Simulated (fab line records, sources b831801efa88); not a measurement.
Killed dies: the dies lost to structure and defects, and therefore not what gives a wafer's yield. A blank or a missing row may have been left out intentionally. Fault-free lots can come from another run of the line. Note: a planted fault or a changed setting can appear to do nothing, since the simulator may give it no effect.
Which of the tools did it? -- flow gf180mcu -- Sampling: 11 lots, 33 wafers, 7 of 602 route steps

## WHAT EACH GAUGE READ, for each wafer
GF_NSD_OVL_MEAS_08.
lot,measured,on,NSD_OVL (nm)
L346,day 13 21:43,overlay-02,-3.7 -2.6 -2.2
L344,day 14 00:22,overlay-01,1.6 -1.9 0.5
L348,day 14 04:28,overlay-01,0.6 -0.6 2.1
L352,day 15 00:54,overlay-01,1.3 1.5 0.0
L357,day 16 21:09,overlay-02,1.8 -0.8 0.6
L358,day 17 00:55,overlay-02,0.2 0.4 0.2
L361,day 18 08:55,overlay-02,-1.9 -2.2 -1.2
L363,day 19 04:43,overlay-02,-1.8 0.0 -0.3
L364,day 19 19:54,overlay-01,-0.7 1.8 0.5
L365,day 20 01:52,overlay-01,0.5 1.6 0.6
L366,day 20 11:34,overlay-02,1.7 0.2 1.1

GF_NSD_TW_MEAS_12.
lot,measured,on,NSD_TW
L346,day 13 22:09,film metro-04,4254 4247 4247
L344,day 14 00:48,film metro-04,4240 4225 4222
L348,day 14 04:54,film metro-04,4219 4218 4242
L352,day 15 01:20,film metro-04,4215 4192 4225
L357,day 16 21:35,film metro-01,4242 4243 4267
L358,day 17 01:22,film metro-04,4200 4194 4209
L361,day 18 09:22,film metro-01,4236 4261 4246
L363,day 19 05:08,film metro-04,4230 4213 4223
L364,day 19 20:20,film metro-03,4250 4258 4266
L365,day 20 02:18,film metro-01,4270 4273 4294
L366,day 20 12:01,film metro-03,4254 4258 4261

GF_PSD_TW_MEAS_11.
lot,measured,on,PSD_TW
L346,day 14 19:31,film metro-04,3155 3153 3160
L344,day 14 21:44,film metro-03,3166 3183 3177
L348,day 15 01:29,film metro-01,3168 3176 3175
L352,day 15 23:32,film metro-01,3174 3180 3193
L357,day 17 21:53,film metro-04,2951 2973 2953
L358,day 18 02:58,film metro-04,2945 2928 2946
L361,day 19 10:40,film metro-01,3195 3199 3193
L363,day 20 06:11,film metro-04,3164 3177 3183
L364,day 20 19:05,film metro-04,3178 3175 3181
L365,day 21 01:03,film metro-04,3148 3149 3159
L366,day 21 10:51,film metro-04,3153 3141 3155

GF_PSD_RS_MEAS_15: measures by four-point-probe.
lot,measured,on,PSD_RS (ohm/sq)
L346,day 14 19:51,film metro-04,108.86 108.61 108.86
L344,day 14 22:04,film metro-03,109.16 109.19 109.39
L348,day 15 01:48,film metro-03,108.54 108.56 108.32
L352,day 15 23:51,film metro-03,108.42 108.30 108.55
L357,day 17 22:13,film metro-03,123.61 123.98 123.78
L358,day 18 03:18,film metro-03,123.92 123.81 124.12
L361,day 19 10:59,film metro-03,108.52 108.90 108.67
L363,day 20 06:30,film metro-04,108.08 108.62 108.38
L364,day 20 19:25,film metro-03,108.55 108.65 108.42
L365,day 21 01:22,film metro-03,109.20 108.81 108.62
L366,day 21 11:11,film metro-01,108.81 108.86 108.56

## WHICH TOOL RAN EACH LOT (tool, then ch and the chambers of the sampled wafers, then the start)
lot,GF_HV_LDD_STRIP_49,GF_PSD_IMPLANT_09,GF_PSD_STRIP_10
L346,"plasma asher-04 ch 0,1, day 12 22:32","implanter-02 ch 0, day 14 19:16","plasma asher-03 ch 0,1, day 14 19:24"
L344,"plasma asher-04 ch 0, day 13 00:32","implanter-02 ch 0, day 14 21:29","plasma asher-01 ch 0,1, day 14 21:38"
L348,"plasma asher-02 ch 0,1, day 13 03:08","implanter-01 ch 0, day 15 01:14","plasma asher-03 ch 1, day 15 01:23"
L352,"plasma asher-04 ch 0,1, day 14 01:50","implanter-02 ch 0, day 15 23:17","plasma asher-01 ch 0,1, day 15 23:26"
L357,"plasma asher-04 ch 1, day 15 18:26","implanter-02 ch 0, day 17 21:38","plasma asher-03 ch 1, day 17 21:47"
L358,"plasma asher-01 ch 0,1, day 15 22:16","implanter-02 ch 0, day 18 02:44","plasma asher-01 ch 0,1, day 18 02:53"
L361,"plasma asher-04 ch 0,1, day 17 05:43","implanter-01 ch 0, day 19 10:26","plasma asher-01 ch 0,1, day 19 10:34"
L363,"plasma asher-02 ch 1, day 18 00:55","implanter-01 ch 0, day 20 05:56","plasma asher-02 ch 0,1, day 20 06:05"
L364,"plasma asher-01 ch 0,1, day 18 14:38","implanter-04 ch 0, day 20 18:50","plasma asher-02 ch 0,1, day 20 18:59"
L365,"plasma asher-01 ch 0,1, day 18 21:41","implanter-01 ch 0, day 21 00:49","plasma asher-03 ch 0,1, day 21 00:56"
L366,"plasma asher-01 ch 0,1, day 19 08:16","implanter-01 ch 0, day 21 10:38","plasma asher-02 ch 0,1, day 21 10:46"
- GF_HV_LDD_STRIP_49: strips in O2/N2.
- GF_PSD_IMPLANT_09
- GF_PSD_STRIP_10: strips in O2/N2.

## WHAT THE TOOLS THEMSELVES READ (means of the sampled wafers that have a number; where no wafer has one, the mark that the record gives instead)
GF_HV_LDD_STRIP_49.
lot,tool,chamber pressure mTorr (mTorr),drypump motor current A (A),heater power w (W),oes product au (a.u.),platen temp c (C),strip time to endpoint s (s)
L346,plasma asher-04,1500.0,5.9,335,0.713,250.14,12.65
L344,plasma asher-04,1499.8,6.0,325,0.721,249.66,12.67
L348,plasma asher-02,1499.7,6.2,383,0.717,250.00,12.66
L352,plasma asher-04,1499.9,6.0,332,0.714,249.92,12.70
L357,plasma asher-04,1500.7,5.9,331,0.718,250.00,12.65
L358,plasma asher-01,1500.6,5.1,308,0.716,250.12,12.61
L361,plasma asher-04,1501.8,6.0,329,0.714,249.80,12.68
L363,plasma asher-02,1498.3,6.0,325,0.712,249.78,12.64
L364,plasma asher-01,1499.0,5.1,306,0.715,249.91,12.62
L365,plasma asher-01,1499.0,5.1,295,0.716,249.93,12.64
L366,plasma asher-01,1499.2,5.0,297,0.717,249.84,12.65

GF_PSD_IMPLANT_09.
lot,tool,beam energy keV
L346,implanter-02,40.006
L344,implanter-02,39.999
L348,implanter-01,40.005
L352,implanter-02,40.011
L357,implanter-02,30.137
L358,implanter-02,30.157
L361,implanter-01,40.008
L363,implanter-01,40.000
L364,implanter-04,39.991
L365,implanter-01,40.012
L366,implanter-01,39.980

GF_PSD_STRIP_10.
lot,tool,chamber pressure mTorr (mTorr),drypump motor current A (A),heater power w (W),oes product au (a.u.),platen temp c (C),strip time to endpoint s (s)
L346,plasma asher-03,1499.8,6.0,346,0.596,249.93,16.51
L344,plasma asher-01,1500.3,5.1,297,0.591,250.18,16.51
L348,plasma asher-03,1501.0,6.0,349,0.590,250.04,16.55
L352,plasma asher-01,1499.9,5.1,312,0.593,250.20,16.55
L357,plasma asher-03,1499.5,6.0,350,0.615,249.86,15.58
L358,plasma asher-01,1500.8,5.0,295,0.617,249.91,15.59
L361,plasma asher-01,1500.3,5.1,299,0.594,250.03,16.53
L363,plasma asher-02,1499.7,6.1,355,0.594,249.96,16.61
L364,plasma asher-02,1499.7,6.1,389,0.592,250.09,16.52
L365,plasma asher-03,1500.6,6.1,350,0.593,249.92,16.55
L366,plasma asher-02,1499.7,6.1,355,0.589,249.96,16.55

## THE ANSWER, worked out from the rows above alone
Rule: the lots themselves supply what counts as usual. The widest of any qualifying gaps counts: lots, ordered by their means at a reading, are off when they make up no more than a third of the lots, leave a main group of 4 or more, and stand apart from it by 3 or more times the standard deviation of that group's means. If all means in a main group match to the digits the tables above print for the reading, that group is not used. Also off: a lot with no number at a reading for which 4 or more lots have one. All remaining lots with rows at the step are treated as sound. After the gauges, taken in route order, come the tools' own readings; for these a lot's mean is taken, as printed above. At the first step where some lot is off, the reading lying furthest off is the one used; lots without a number count as furthest.
Off: L357, L358, at GF_PSD_TW_MEAS_11 (PSD_TW). The main group: mean 3171, standard deviation 14.
A tool fits if, at a process step before that reading, it ran every lot that is off, and no sound lot after the first of them. The gauges at GF_PSD_TW_MEAS_11 aren't tried: what is off there is off at GF_PSD_RS_MEAS_15 too, on other tools, and a gauge's error can't cause that. One fits: GF_PSD_IMPLANT_09 on implanter-02. A fault onset in the window from L352 (day 15 23:17, its last sound lot) to L357 (day 17 21:38, its first lot off) fits.
The tool's own readings at GF_PSD_IMPLANT_09 bear it out: on the lots that are off they differ by more than 5 times the standard deviation of the sound lots' means. beam energy keV reads 30.147 there against 40.001 on the sound lots.

## WHAT HAD BEEN PUT IN BY THE SIMULATOR
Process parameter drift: implanter-02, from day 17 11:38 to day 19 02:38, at GF_PSD_IMPLANT_09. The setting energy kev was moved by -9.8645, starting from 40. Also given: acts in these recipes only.
Shown lots that were struck: L357, L358. Same finding as the rule above.
